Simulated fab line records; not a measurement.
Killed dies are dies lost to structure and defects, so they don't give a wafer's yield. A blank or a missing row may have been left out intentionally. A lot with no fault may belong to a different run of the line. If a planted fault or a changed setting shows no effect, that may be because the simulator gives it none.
A struck lot beside a sound one    flow gf180mcu    18 steps out of a route of 602
Sound: these wafers, L268.2, L268.3, L268.4. Wafers L276.1, L276.3, L276.4 were the ones struck. The cause comes at the end.
Each step with rows lists, per side, the tool, then ch with its chambers, then its first start. Under that, the readings that differ: sound wafers    struck wafers    difference of the means    sigmas: that difference in standard deviations of wafers without a fault.
alike: readings with means less than 2 such deviations apart, plus words and numbers identical on both sides. not compared: withheld readings, readings lacking a value on some wafer, bounds such as >300 that could conceal the same value, and numbers that have no deviation in the record and whose values overlap.
The two part at a step that has a row with sigmas, a row that says differs or no value, or rows on one side only. When numbers do not overlap yet have no deviation, they are printed without sigmas and do not part them. A reading that every wafer of one side lacks parts them only if that side has two wafers or more.

first, 3 steps without rows for these wafers: GF_HV_LDD_EXPOSE_16 (exposes mask Pplus LV AREA, target cd 400 nm); GF_HV_LDD_PEB_17; GF_HV_LDD_DEVELOP_18 (develop time 60 s).
GF_HV_LDD_CD_MEAS_19: the cd target is 400 nm.
  sound: cd_sem-01 at day 11 03:55; struck: cd_sem-02 at day 13 13:16
  alike: cd_nm
GF_HV_LDD_OVL_MEAS_20:
  sound: overlay-01 at day 11 04:01; struck: overlay-02 at day 13 13:23
  alike: HV_LDD_01_OVL
then, 1 step without rows for these wafers: GF_HV_LDD_IMPLANT_21.
GF_HV_LDD_STRIP_22: strips in O2/N2.
  sound on plasma_asher-01 ch 0,1, day 11 04:12; struck on plasma_asher-03 ch 0,1, day 13 13:34
  alike: drypump_motor_current_A, heater_power_w, n2_flow_sccm, oes_product_au, strip_time_to_endpoint_s
  not compared: rf_hours_counter_h
GF_HV_LDD_TW_MEAS_23:
  sound: film_metro-01 at day 11 04:19; struck: film_metro-02 at day 13 13:40
reading      sound           struck          difference  sigmas
HV_LDD_2_TW  1069 1068 1065  1045 1050 1045  -21         -2
then, 4 steps without rows for these wafers: GF_HV_LDD_DEHYDRATE_24 (time 60 s); GF_HV_LDD_HMDS_25 (prime time 60 s); GF_HV_LDD_COAT_26 (resist thk 1000 nm); GF_HV_LDD_SOFTBAKE_27 (time 60 s).
GF_HV_LDD_EXPOSE_28: exposes mask Nplus HV AREA, target cd 400 nm.
  sound on iline_stepper-02 ch 0, day 11 13:32; struck on iline_stepper-02 ch 0, day 13 23:56
reading               sound                 struck                difference  sigmas
exposure_dose_mJ_cm2  139.87 139.98 139.80  151.75 151.97 151.94  +12.00      +80
  alike: mask, reticle_temp_C
then, 2 steps without rows for these wafers: GF_HV_LDD_PEB_29; GF_HV_LDD_DEVELOP_30 (develop time 60 s).
GF_HV_LDD_CD_MEAS_31: the cd target is 400 nm.
  sound: cd_sem-01 at day 11 22:43; struck: cd_sem-02 at day 14 10:14
reading     sound              struck             difference  sigmas
cd_nm (nm)  407.1 402.4 404.0  423.3 424.6 420.7  +18.4       +7
GF_HV_LDD_OVL_MEAS_32:
  sound: overlay-02 at day 11 22:50; struck: overlay-02 at day 14 10:22
  alike: HV_LDD_02_OVL
GF_PASSIVATION_PROBE_99:
  sound wafers here have rows in the record (prober-01, day 29 10:53); struck ones have none

## WHERE THEY PART
At GF_HV_LDD_TW_MEAS_23 first; at GF_PASSIVATION_PROBE_99 last (within this record only).

WHY: whatever the simulator had introduced
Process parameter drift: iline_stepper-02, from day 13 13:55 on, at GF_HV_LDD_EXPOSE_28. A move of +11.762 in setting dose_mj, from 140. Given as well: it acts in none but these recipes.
